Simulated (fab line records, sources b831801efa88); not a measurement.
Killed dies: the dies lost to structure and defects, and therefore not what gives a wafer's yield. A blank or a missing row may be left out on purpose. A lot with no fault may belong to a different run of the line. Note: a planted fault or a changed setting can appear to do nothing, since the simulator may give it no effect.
Chamber matching :: flow sky130 :: rie-diel-04 running SKY_VIA3_ETCH_14: 4 sister chambers
The step etches BARC in N2/H2, stops on SiO2, time 45.9 s, target depth 60 nm. 4 wafers are shown with their chamber, then 10 later ones without.

WAFERS WITH THEIR CHAMBER
wafer: L086.1
chamber: 2
drypump-motor-current-A (A): 5.5

wafer: L088.6
chamber: 3
drypump-motor-current-A (A): 6.2

wafer: L089.1
chamber: 0
drypump-motor-current-A (A): 5.3

wafer: L089.2
chamber: 1
drypump-motor-current-A (A): 5.9

WAFERS MISSING THEIR CHAMBER
wafer: L089.3
drypump-motor-current-A (A): 6.2

wafer: L092.4
drypump-motor-current-A (A): 6.2

wafer: L092.5
drypump-motor-current-A (A): 5.8

wafer: L092.6
drypump-motor-current-A (A): 5.3

wafer: L094.3
drypump-motor-current-A (A): 5.4

wafer: L094.5
drypump-motor-current-A (A): 5.4

wafer: L094.6
drypump-motor-current-A (A): 6.2

wafer: L097.2
drypump-motor-current-A (A): 5.8

wafer: L097.5
drypump-motor-current-A (A): 5.3

wafer: L097.6
drypump-motor-current-A (A): 5.8

CHAMBER TAKEN BY EACH
wafer: L089.3
from the rows above: 3
in truth: 3

wafer: L092.4
from the rows above: 3
in truth: 3

wafer: L092.5
from the rows above: 1
in truth: 1

wafer: L092.6
from the rows above: 0
in truth: 0

wafer: L094.3
from the rows above: can't be placed: 2 or 0
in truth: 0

wafer: L094.5
from the rows above: can't be placed: 2 or 0
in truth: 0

wafer: L094.6
from the rows above: 3
in truth: 3

wafer: L097.2
from the rows above: 1
in truth: 1

wafer: L097.5
from the rows above: 0
in truth: 0

wafer: L097.6
from the rows above: 1
in truth: 1
8 of 10 placed correctly. These rows do not allow placing 2 (true chamber among the candidates in 2). Placed wrongly: 0.
How it was worked out, from the rows above alone: a wafer's distance from a chamber is the root of the sum, over the readings, of the square of ((its reading less the chamber's mean) divided by the reading's scatter). If the next closest chamber is less than 2 further off than the closest, the wafer can't be placed; otherwise it belongs to the closest. A chamber's mean is the mean of its shown wafers. The scatter: with one shown wafer a chamber, the root of the mean of the squares of how far each hidden wafer lies from its nearest shown one.
